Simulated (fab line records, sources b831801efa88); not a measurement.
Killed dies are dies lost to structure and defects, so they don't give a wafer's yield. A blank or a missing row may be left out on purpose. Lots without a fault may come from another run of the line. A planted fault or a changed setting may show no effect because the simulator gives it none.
A struck lot beside a sound one | flow gf180mcu | 14 steps out of a route of 602
Sound: wafers L642.1, L642.3, L642.6. Struck: wafers L629.2, L629.3, L629.4. The cause comes at the end.
At each step with rows: each side's tool, then ch and its chambers, then its first start. Under that, the readings that differ: sound wafers | struck wafers | difference of the means | sigmas: that difference in standard deviations of wafers without a fault.
alike: readings whose means differ by less than 2 such deviations, and words and numbers that are the same on both sides. not compared: withheld readings, readings that some wafer has no value for, bounds like >300 that may hide the same value, and numbers for which the record gives no deviation and whose values overlap.
The two part at a step that has a row with sigmas, a row that says differs or no value, or rows on one side only. Numbers that don't overlap but have no deviation are shown without sigmas and don't part them. A reading that every wafer of one side lacks parts them only if that side has two wafers or more.

GF_HV_LDD_RS_MEAS_53: measures by four-point-probe.
  sound on film_metro-04, day 19 04:23; struck on film_metro-02, day 14 15:27
  alike: HV_LDD_RS
then, 1 step without rows for these wafers: GF_HV_LDD_CVD_54 (deposits SiO2 from TEOS, target thk 10 nm, time 75 s).
GF_HV_LDD_THK_MEAS_55:
  sound on film_metro-02, day 19 05:31; struck on film_metro-02, day 14 16:35
  alike: HV_LDD_CVD_54_THK
then, 1 step without rows for these wafers: GF_HV_LDD_CVD_56 (deposits Si3N4 from DCS/NH3, target thk 90 nm, time 1543 s).
GF_HV_LDD_THK_MEAS_57:
  sound on film_metro-01, day 19 07:01; struck on film_metro-04, day 14 18:07
  reading                | sound          | struck         | difference | sigmas
  HV_LDD_CVD_56_THK (nm) | 89.2 89.9 88.4 | 90.7 90.9 91.0 | +1.7       | +2
GF_HV_LDD_ETCHBACK_58: etches Si3N4 in CH3F/O2, stops on SiO2, time 100 s, target depth 90 nm.
  sound on rie_diel-03 ch 1,2, day 19 07:04; struck on rie_diel-01 ch 2,3, day 14 18:10
  alike: bias_w, drypump_motor_current_A, oes_product_au, throttle_valve_pct
  not compared: rf_hours_counter_h
then, 6 steps without rows for these wafers: GF_NSD_DEHYDRATE_00 (time 60 s); GF_NSD_HMDS_01 (prime time 60 s); GF_NSD_COAT_02 (resist thk 1000 nm); GF_NSD_SOFTBAKE_03 (time 60 s); GF_NSD_EXPOSE_04 (exposes mask Nplus, target cd 400 nm); GF_NSD_PEB_05.
GF_NSD_DEVELOP_06: develop time 60 s.
  sound on litho_track-02 ch 0, day 20 07:33; struck on litho_track-02, day 15 13:55
  no value came back on the struck wafers for chill_plate_temp_C (C), develop_time_s (s), exhaust_pa (Pa), resist_line_temp_C (C); on the sound wafers chill_plate_temp_C (C) reads 23.11 23.03 22.97
GF_NSD_CD_MEAS_07: target cd 400 nm.
  sound on cd_sem-02, day 20 07:42; struck on cd_sem-01, day 15 14:04
  reading    | sound             | struck | difference                    | sigmas
  cd_nm (nm) | 397.3 399.4 400.7 | - - -  | no value on the struck wafers |

WHERE THEY PART
First at GF_HV_LDD_THK_MEAS_57; last, within this record, at GF_NSD_CD_MEAS_07.

WHY: what the simulator had put in
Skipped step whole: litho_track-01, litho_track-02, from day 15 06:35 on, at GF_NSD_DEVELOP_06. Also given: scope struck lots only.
